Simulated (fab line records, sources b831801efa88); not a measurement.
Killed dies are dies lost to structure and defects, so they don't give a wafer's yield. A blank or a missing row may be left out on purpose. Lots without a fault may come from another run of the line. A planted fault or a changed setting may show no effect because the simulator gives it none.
Problem report in the 8D (eight disciplines) form, filled by code | flow gf180mcu | the parts of the form that need people (team, actions taken, sign-off) are left out

1. THE PROBLEM
heater_power_total_W at GF_HV_LDD_SOFTBAKE_42 reads a mean of 55.81 W on 6 wafers of 2 lots; wafers without a fault read 56.60 W with a standard deviation of 0.043. That is -18 standard deviations from the usual mean.
The step: time 60 s.
First seen on wafer L185.3, day 17 20:17, on litho_track-02. The record holds 42 wafers of 14 lots with a number at this step. Rule for "out", or "out of limits": more than 4 standard deviations from the usual mean. The other wafers with a number count as sound.

2. WHAT IT IS AND WHAT IT IS NOT
question                    | is                                 | is not
which readings at this step | heater_power_total_W, plate_temp_C | -
which lots                  | L185, L186                         | L167, L168, L169, L171, L173, L174, L175, L177, L178, L179, L184, L189
which wafers of those lots  | all that have a number             | -
read on which tools         | litho_track-02                     | litho_track-03, litho_track-04
when                        | from day 17 20:17                  | up to then (33 sound wafers); but 3 sound wafers of L189 came after

3. SUSPECTS, AND WHAT RULES EACH OUT
Counting: a tool at a process step up to the reading stays a suspect if it ran every lot that is out and no sound lot after the first of them.
- litho_track-02 at GF_HV_LDD_SOFTBAKE_42 (time 60 s): kept. It ran every lot that is out, first L185 (day 17 20:17), and no sound lot after that; its last sound lot up to then is L184 (day 17 17:50). Its own readings are out on those wafers: heater_power_total_W, plate_temp_C.
Left after counting: litho_track-02 at GF_HV_LDD_SOFTBAKE_42.

4. THE CAUSE (what the simulator had put in)
Process parameter drift: litho_track-02, from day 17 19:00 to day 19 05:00, at GF_HV_LDD_SOFTBAKE_42. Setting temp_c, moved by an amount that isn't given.
Counting left only this tool.

5. THE CHAIN OF EFFECTS, in route order
Each row: a reading whose mean over the struck wafers that have a number lies more than 3 standard deviations from the usual. Only readings for which the record gives a usual standard deviation are gone through. hours: the time from each lot's start at the first step in this table that gives one to its start at this step, as a median over the lots. sigmas: the change in usual standard deviations.
hours | step                  | reading              | usual   | on struck wafers | change | sigmas
0     | GF_HV_LDD_SOFTBAKE_42 | heater_power_total_W | 56.60 W | 55.81            | -0.79  | -18
0     | GF_HV_LDD_SOFTBAKE_42 | plate_temp_C         | 90.00 C | 89.14            | -0.86  | -7.2
The process steps in it:
- GF_HV_LDD_SOFTBAKE_42: time 60 s.

6. WHAT WOULD HAVE CAUGHT IT SOONER
In this record the first reading out of limits was taken at day 17 20:17, 1 hour after the fault began at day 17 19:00.
